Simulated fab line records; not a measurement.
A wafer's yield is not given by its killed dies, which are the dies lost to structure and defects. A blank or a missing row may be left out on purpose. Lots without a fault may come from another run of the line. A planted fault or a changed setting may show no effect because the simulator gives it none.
fab line records	flow sky130
record: lots: 11	wafers: 33	last_day: 50
route steps=708 shown SONOS_ONO@173 LDD_HVN@271 LDD_HVP@288 SD_N@354 LI_CONTACT@383 PAD_OPEN@708
lots that met no fault: from a run of the same line without faults
start_h: hours from the record's opening day to when the first of the lot's shown wafers began	wait_h: hours since the lot's step before	" as in the row above	L1.1+2: a row that stands for several wafers	- either no value or no given start	* or withheld: withheld	< > ~ a bound
route shown NAME@n: NAME is a module with steps in the file, n the number in the route of the first one	usual: mean/standard deviation of fault-free wafers	same: alike in all rows	chamber/n: place in a boat	sites: the reading at each site	_std_site: the values' standard deviation	_edge_site: the outer-site mean with the inner-site mean subtracted	radius_mm: how far each site lies from the wafer's centre	mask NAME#n: copy n	behind: the last tool/chamber to shape the wafer	hold: reason for holding the lot/hours on hold/outcome of the hold	device: whichever transistor did not switch (one of n, p or np)	end of line: tests run on the same wafers once the route is complete	for a step that has no rows: nothing shown but its recipe	killed: at the first sort, the dies lost to defects and structure; wafer yield is something else	map: dies across one wafer; x = killed, . = not, _ = none there
set.NAME: the setting as run; set.NAME@STEP: as run at that earlier step	model.NAME: the simulator's own value behind a step, which no gauge read
a sample of lots followed through the steps of the route, with each step as a table and each wafer as a row
services: a tool's chamber out of use, with start hour (start_h, from the record's first day; less than 0 if before it), hours out, and reason
== steps ==
step: SKY_SONOS_ONO_THK_MEAS_05
recipe: reads: SiO2_of_SONOS_ONO_CVD_04
usual: SONOS_ONO_CVD_04_THK: 5.73/0.11
lot.wafer	tool	chamber	start_h	wait_h	SONOS_ONO_CVD_04_THK[nm]
L491.3	film_metro-01	-	258.12	0.0	5.78
L491.5	"	-	"	"	5.80
L491.6	"	-	"	"	5.76
L492.2	film_metro-03	-	265.57	0.0	5.80
L492.3	"	-	"	"	5.75
L492.5	"	-	"	"	5.73
L493.1	film_metro-04	-	274.36	0.0	5.75
L493.3	"	-	"	"	5.79
L493.4	"	-	"	"	5.77
L496.1	film_metro-01	-	296.74	0.0	5.67
L496.5	"	-	"	"	5.62
L496.6	"	-	"	"	5.79
L498.1	film_metro-01	-	308.23	0.0	5.68
L498.3	"	-	"	"	5.68
L498.6	"	-	"	"	5.81
L505.2	film_metro-01	-	359.25	0.0	5.58
L505.4	"	-	"	"	5.65
L505.6	"	-	"	"	5.64
L506.1	film_metro-03	-	368.98	0.0	5.87
L506.2	"	-	"	"	5.82
L506.6	"	-	"	"	5.85
L510.1	film_metro-04	-	397.62	0.0	5.81
L510.2	"	-	"	"	5.80
L510.6	"	-	"	"	5.81
L511.1	film_metro-01	-	409.88	0.0	5.61
L511.2	"	-	"	"	5.74
L511.4	"	-	"	"	5.64
L512.1	film_metro-04	-	429.78	0.0	5.70
L512.2	"	-	"	"	5.72
L512.5	"	-	"	"	5.74
L514.2	film_metro-01	-	438.86	0.0	5.50
L514.4	"	-	"	"	5.58
L514.5	"	-	"	"	5.59
step: SKY_LDD_HVN_EXPOSE_04
recipe: mask_id: HVNTM	na: 0.6	source_shape: conventional	sigma_outer: 0.6	polarization: unpolarized	target_cd_nm: 700	dose_mj: 127
usual: exposure_dose_mJ_cm2: 126.99/0.13	stage_vel_mm_s: 499.93/0.25
lot.wafer	tool	chamber	start_h	wait_h	mask	exposure_dose_mJ_cm2	stage_vel_mm_s
L491.3	iline_stepper-02	0	456.69	-	HVNTM#0	126.86	499.84
L491.5	"	0	"	"	HVNTM#0	127.04	500.02
L491.6	"	0	"	"	HVNTM#0	126.86	499.96
L492.2	iline_stepper-01	0	460.87	-	HVNTM#0	126.76	500.29
L492.3	"	0	"	"	HVNTM#0	126.89	500.10
L492.5	"	0	"	"	HVNTM#0	126.91	500.17
L493.1	iline_stepper-01	0	472.28	-	HVNTM#0	126.80	499.86
L493.3	"	0	"	"	HVNTM#0	126.73	500.01
L493.4	"	0	"	"	HVNTM#0	126.97	500.25
L496.1	iline_stepper-01	0	494.99	-	HVNTM#0	126.65	500.24
L496.5	"	0	"	"	HVNTM#0	126.83	500.13
L496.6	"	0	"	"	HVNTM#0	126.88	499.88
L498.1	iline_stepper-01	0	509.91	-	HVNTM#0	126.94	499.72
L498.3	"	0	"	"	HVNTM#0	127.14	499.68
L498.6	"	0	"	"	HVNTM#0	127.10	499.94
L505.2	iline_stepper-01	0	566.28	-	HVPTM#0	126.81	499.77
L505.4	"	0	"	"	HVPTM#0	126.81	499.39
L505.6	"	0	"	"	HVPTM#0	126.76	499.73
L506.1	iline_stepper-02	0	582.88	-	HVNTM#0	126.65	499.67
L506.2	"	0	"	"	HVNTM#0	127.04	500.35
L506.6	"	0	"	"	HVNTM#0	127.13	500.43
L510.1	iline_stepper-02	0	605.89	-	HVNTM#0	127.07	499.72
L510.2	"	0	"	"	HVNTM#0	127.05	499.85
L510.6	"	0	"	"	HVNTM#0	126.99	500.00
L511.1	iline_stepper-01	0	618.69	-	HVNTM#0	126.89	500.09
L511.2	"	0	"	"	HVNTM#0	126.96	500.15
L511.4	"	0	"	"	HVNTM#0	127.05	499.91
L512.1	iline_stepper-01	0	636.23	-	HVNTM#0	127.06	499.36
L512.2	"	0	"	"	HVNTM#0	126.93	499.55
L512.5	"	0	"	"	HVNTM#0	126.95	499.36
L514.2	iline_stepper-01	0	644.67	-	HVNTM#0	126.98	500.55
L514.4	"	0	"	"	HVNTM#0	126.90	499.86
L514.5	"	0	"	"	HVNTM#0	126.79	500.11
step: SKY_LDD_HVN_OVL_MEAS_07
usual: LDD_HVN_OVL: -0.2/1.2
lot.wafer	tool	chamber	start_h	wait_h	LDD_HVN_OVL[nm]
L491.3	overlay-01	-	471.39	0.1	0.6
L491.5	"	-	"	"	0.6
L491.6	"	-	"	"	0.6
L492.2	overlay-02	-	475.77	0.1	-0.8
L492.3	"	-	"	"	-0.4
L492.5	"	-	"	"	-2.0
L493.1	overlay-01	-	487.73	0.1	0.2
L493.3	"	-	"	"	1.1
L493.4	"	-	"	"	1.6
L496.1	overlay-02	-	510.81	0.1	0.7
L496.5	"	-	"	"	-0.3
L496.6	"	-	"	"	-0.1
L498.1	overlay-01	-	524.33	0.1	0.5
L498.3	"	-	"	"	-1.1
L498.6	"	-	"	"	-0.6
L505.2	overlay-02	-	581.32	0.1	-
L505.4	"	-	"	"	-
L505.6	"	-	"	"	-
L506.1	overlay-01	-	597.61	0.1	-1.3
L506.2	"	-	"	"	-1.1
L506.6	"	-	"	"	-1.6
L510.1	overlay-02	-	619.66	0.1	-0.3
L510.2	"	-	"	"	-1.2
L510.6	"	-	"	"	-0.1
L511.1	overlay-02	-	633.18	0.1	0.8
L511.2	"	-	"	"	-1.7
L511.4	"	-	"	"	0.6
L512.1	overlay-02	-	650.31	0.1	-0.2
L512.2	"	-	"	"	1.2
L512.5	"	-	"	"	-1.4
L514.2	overlay-01	-	658.12	0.1	-1.4
L514.4	"	-	"	"	-2.0
L514.5	"	-	"	"	-1.3
step: SKY_LDD_HVN_TW_MEAS_10
usual: LDD_HVN_TW: 1435/7.3
lot.wafer	tool	chamber	start_h	wait_h	LDD_HVN_TW
L491.3	film_metro-03	-	471.68	0.1	1448
L491.5	"	-	"	"	1454
L491.6	"	-	"	"	1456
L492.2	film_metro-04	-	476.06	0.1	1439
L492.3	"	-	"	"	1434
L492.5	"	-	"	"	1438
L493.1	film_metro-04	-	488.01	0.1	1431
L493.3	"	-	"	"	1429
L493.4	"	-	"	"	1433
L496.1	film_metro-02	-	511.10	0.1	1430
L496.5	"	-	"	"	1429
L496.6	"	-	"	"	1429
L498.1	film_metro-02	-	524.61	0.1	1437
L498.3	"	-	"	"	1432
L498.6	"	-	"	"	1436
L505.2	film_metro-04	-	581.61	0.1	30
L505.4	"	-	"	"	30
L505.6	"	-	"	"	30
L506.1	film_metro-02	-	597.90	0.1	1436
L506.2	"	-	"	"	1435
L506.6	"	-	"	"	1433
L510.1	film_metro-02	-	619.95	0.1	1440
L510.2	"	-	"	"	1439
L510.6	"	-	"	"	1430
L511.1	film_metro-03	-	633.46	0.1	1432
L511.2	"	-	"	"	1425
L511.4	"	-	"	"	1428
L512.1	film_metro-04	-	650.60	0.1	1434
L512.2	"	-	"	"	1435
L512.5	"	-	"	"	1434
L514.2	film_metro-04	-	658.41	0.1	1435
L514.4	"	-	"	"	1438
L514.5	"	-	"	"	1432
step: SKY_LDD_HVP_TW_MEAS_10
usual: LDD_HVP_TW: 455.8/2.3
lot.wafer	tool	chamber	start_h	wait_h	LDD_HVP_TW
L491.3	film_metro-01	-	503.62	0.1	457.2
L491.5	"	-	"	"	457.4
L491.6	"	-	"	"	455.9
L492.2	film_metro-02	-	507.50	0.1	454.0
L492.3	"	-	"	"	454.0
L492.5	"	-	"	"	454.2
L493.1	film_metro-02	-	519.10	0.1	453.9
L493.3	"	-	"	"	454.6
L493.4	"	-	"	"	453.9
L496.1	film_metro-01	-	540.70	0.1	455.2
L496.5	"	-	"	"	456.0
L496.6	"	-	"	"	456.5
L498.1	film_metro-04	-	553.85	0.1	458.2
L498.3	"	-	"	"	458.2
L498.6	"	-	"	"	455.4
L505.2	film_metro-04	-	611.25	0.1	1437.6
L505.4	"	-	"	"	1435.7
L505.6	"	-	"	"	1443.4
L506.1	film_metro-01	-	627.39	0.1	453.5
L506.2	"	-	"	"	453.5
L506.6	"	-	"	"	454.4
L510.1	film_metro-04	-	648.30	0.1	453.5
L510.2	"	-	"	"	455.6
L510.6	"	-	"	"	453.1
L511.1	film_metro-02	-	661.19	0.1	459.3
L511.2	"	-	"	"	458.4
L511.4	"	-	"	"	457.4
L512.1	film_metro-04	-	678.10	0.1	460.1
L512.2	"	-	"	"	457.9
L512.5	"	-	"	"	457.8
L514.2	film_metro-02	-	686.71	0.1	456.6
L514.4	"	-	"	"	458.2
L514.5	"	-	"	"	456.4
step: SKY_SD_N_TW_MEAS_12
usual: SD_N_TW: 3987/21
lot.wafer	tool	chamber	start_h	wait_h	SD_N_TW
L491.3	film_metro-04	-	655.33	0.1	3972
L491.5	"	-	"	"	3980
L491.6	"	-	"	"	3986
L492.2	film_metro-02	-	657.32	0.1	3973
L492.3	"	-	"	"	3989
L492.5	"	-	"	"	3973
L493.1	film_metro-02	-	666.88	0.1	3971
L493.3	"	-	"	"	3965
L493.4	"	-	"	"	3978
L496.1	film_metro-03	-	688.82	0.1	3972
L496.5	"	-	"	"	3977
L496.6	"	-	"	"	3970
L498.1	film_metro-02	-	701.51	0.1	4019
L498.3	"	-	"	"	4010
L498.6	"	-	"	"	4011
L505.2	film_metro-04	-	752.04	0.1	4004
L505.4	"	-	"	"	4012
L505.6	"	-	"	"	4012
L506.1	film_metro-04	-	771.12	0.1	3974
L506.2	"	-	"	"	3968
L506.6	"	-	"	"	3972
L510.1	film_metro-04	-	791.58	0.1	3996
L510.2	"	-	"	"	4001
L510.6	"	-	"	"	3981
L511.1	film_metro-02	-	798.98	0.1	3994
L511.2	"	-	"	"	4004
L511.4	"	-	"	"	3971
L512.1	film_metro-03	-	814.41	0.1	3982
L512.2	"	-	"	"	3966
L512.5	"	-	"	"	3965
L514.2	film_metro-04	-	823.37	0.1	3977
L514.4	"	-	"	"	4010
L514.5	"	-	"	"	3987
step: SKY_LI_CONTACT_CVD_21
recipe: material: W	target_thk_nm: 400	time_s: 120.56	temp_c: 400	pressure_torr: 40
usual: heater_power_w: 980/89
lot.wafer	tool	chamber	start_h	wait_h	heater_power_w
L491.3	cvd_w-01	0	684.71	0.1	886
L491.5	"	0	"	"	871
L491.6	"	1	"	"	1079
L492.2	cvd_w-01	1	687.04	0.0	1077
L492.3	"	0	"	"	881
L492.5	"	0	"	"	901
L493.1	cvd_w-02	0	696.62	0.0	900
L493.3	"	0	"	"	875
L493.4	"	1	"	"	1008
L496.1	cvd_w-01	1	718.07	0.0	1095
L496.5	"	0	"	"	885
L496.6	"	1	"	"	1122
L498.1	cvd_w-02	1	731.42	0.0	986
L498.3	"	1	"	"	978
L498.6	"	1	"	"	986
L505.2	cvd_w-02	0	780.68	0.0	920
L505.4	"	0	"	"	909
L505.6	"	1	"	"	978
L506.1	cvd_w-01	1	798.84	0.0	1105
L506.2	"	0	"	"	898
L506.6	"	0	"	"	894
L510.1	cvd_w-01	0	820.12	0.0	890
L510.2	"	1	"	"	1115
L510.6	"	1	"	"	1121
L511.1	cvd_w-01	0	827.83	0.0	915
L511.2	"	1	"	"	1120
L511.4	"	0	"	"	875
L512.1	cvd_w-01	1	842.54	0.0	1121
L512.2	"	0	"	"	915
L512.5	"	1	"	"	1117
L514.2	cvd_w-01	1	851.86	0.0	1115
L514.4	"	1	"	"	1078
L514.5	"	1	"	"	1101
step: SKY_PAD_OPEN_PROBE_99
usual: killed_at_M0_to_M3: 44/7.3	killed_at_M4_up: 3.0/1.9	killed_at_contacts: 24/5	killed_at_front_end: 16/4.5	killed_at_other: 0.3/0.46	killed_dies: 87/10	killed_on_rim: 17/3.5	killed_open: 47/8.3	killed_short: 39/6.4
same: gross_dies: 492	killed_at_back_side: 0
lot.wafer	tool	chamber	start_h	wait_h	killed_at_M0_to_M3	killed_at_M4_up	killed_at_contacts	killed_at_front_end	killed_at_other	killed_dies	killed_on_rim	killed_open	killed_short
L505.2	prober-02	-	1149.23	0.1	55	5	21	410	1	492	96	48	48
L505.4	prober-02	-	1149.33	0.2	35	5	26	426	0	492	96	42	40
L505.6	prober-02	-	1149.43	0.2	47	4	18	423	0	492	96	37	48
killed by level:class
L505.2 LDD_HVN:area_expose=396 VIA1:geometric_particle:open=10 CONTACT:geometric_particle:open=9 VIA2:geometric_particle:open=8 VIA3:geometric_particle:open=8 VIA1:geometric_particle:short=7 METAL1:geometric_particle:short=6 VIA2:geometric_particle:short=6
L505.4 LDD_HVN:area_expose=410 LI_CONTACT:geometric_particle:open=9 CONTACT:geometric_particle:open=8 METAL1:geometric_particle:short=8 VIA1:geometric_particle:open=7 VIA1:geometric_particle:short=5 VIA2:geometric_particle:open=5 FIELD_ISO:geometric_particle:open=4
L505.6 LDD_HVN:area_expose=407 VIA1:geometric_particle:short=9 METAL1:geometric_particle:short=7 VIA1:geometric_particle:open=7 CONTACT:geometric_particle:open=6 POLY_GATE:geometric_particle:short=5 VIA3:geometric_particle:open=5 VIA2:geometric_particle:short=4
== services ==
tool	chamber	start_h	hours	kind
iline_stepper-02	-	456.77	1.7	pm
iline_stepper-01	-	496.48	1.7	pm
cvd_w-01	1	532.76	42.3	repair
cvd_w-01	-	570.04	0.8	repair
iline_stepper-01	-	580.70	2.1	pm
iline_stepper-01	-	582.78	-	consumable_replace:lamp
cvd_w-02	-	628.25	1.3	repair
iline_stepper-02	-	667.04	5.3	repair
iline_stepper-02	-	674.89	1.7	pm
iline_stepper-01	-	714.66	1.7	pm
cvd_w-01	-	718.86	3.8	pm
iline_stepper-01	-	730.97	7.9	repair
cvd_w-02	0	731.14	2.9	repair
cvd_w-02	0	758.07	6.3	repair
iline_stepper-01	-	786.59	8.9	repair
cvd_w-01	-	838.17	0.4	repair
== key ==
first_sign: step: SKY_LDD_HVN_EXPOSE_04	reading: mask	direction: changed
effect: step: SKY_LDD_HVN_OVL_MEAS_07	reading: LDD_HVN_OVL	direction: missing
effect: step: SKY_LDD_HVN_TW_MEAS_10	reading: LDD_HVN_TW	direction: down	sigmas: 99+	usual: 1435	struck: 30
effect: step: SKY_LDD_HVP_TW_MEAS_10	reading: LDD_HVP_TW	direction: up	sigmas: 99+	usual: 455.8	struck: 1438.9
effect: step: SKY_PAD_OPEN_PROBE_99	reading: killed_at_front_end	direction: up	sigmas: 90	usual: 16	struck: 420
more_kills_born_at: SKY_LDD_HVN_EXPOSE_04@iline_stepper-01: 1213
met_at SKY_LDD_HVN_EXPOSE_04
struck_lots L505
tester_left_out L505
not_acting_at SKY_SONOS_ONO_THK_MEAS_05,SKY_SD_N_TW_MEAS_12,SKY_LI_CONTACT_CVD_21
onset_between 509.91 566.28
fault: kind: wrong_mask	tool: any	chamber: -	onset_h: 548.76	steps: SKY_LDD_HVN_EXPOSE_04	aux_copy: HVPTM#0	scope: struck_lots_only
tester_left_out: of these lots the tester's yield and bins aren't shown, on N5 and GAA mostly nor the transistor test; their killed dies are dies lost to structure and defects alone, not to doping, threshold or leakage, so they don't give the yield
